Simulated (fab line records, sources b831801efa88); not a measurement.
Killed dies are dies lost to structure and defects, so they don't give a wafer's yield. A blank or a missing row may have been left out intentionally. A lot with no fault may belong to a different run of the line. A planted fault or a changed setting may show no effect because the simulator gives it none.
The tool behind it: which one? :: flow sky130 :: 18 wafers sampled from 6 lots at 1 step of a route of 708

WHAT EACH GAUGE READ, for each wafer
SKY_CONTACT_BOW_MEAS_05.
lot: L320
measured: day 32 07:31
on: film metro-04
CONTACT_BOW (um): 88 83 76

lot: L319
measured: day 32 08:29
on: film metro-01
CONTACT_BOW (um): 90 92 75

lot: L323
measured: day 32 13:40
on: film metro-03
CONTACT_BOW (um): 80 86 80

lot: L325
measured: day 32 20:53
on: film metro-04
CONTACT_BOW (um): 75 85 77

lot: L328
measured: day 34 07:19
on: film metro-04
CONTACT_BOW (um): 91 82 76

lot: L336
measured: day 36 19:28
on: film metro-03
CONTACT_BOW (um): 73 84 83

EACH LOT AND THE TOOL THAT RAN IT (in order: tool; ch and the chambers of the sampled wafers; start)
Before these readings, the record contains no process step.

THE ANSWER, worked out from the rows above alone
Rule: what is usual is taken from the lots themselves. The widest of any qualifying gaps counts: lots, ordered by their means at a reading, are off when they make up no more than a third of the lots, leave a main group of 4 or more, and stand apart from it by 3 or more times the standard deviation of that group's means. The tables above print the reading to a certain number of digits; a main group whose means all agree to those digits is not used. A lot without any number at a reading at which 4 lots or more have one is off too. Where the step has rows for the other lots, those lots are counted as sound.
Nothing can be told from this: no lot is off at any reading shown.

WHAT THE SIMULATOR HAD INSERTED
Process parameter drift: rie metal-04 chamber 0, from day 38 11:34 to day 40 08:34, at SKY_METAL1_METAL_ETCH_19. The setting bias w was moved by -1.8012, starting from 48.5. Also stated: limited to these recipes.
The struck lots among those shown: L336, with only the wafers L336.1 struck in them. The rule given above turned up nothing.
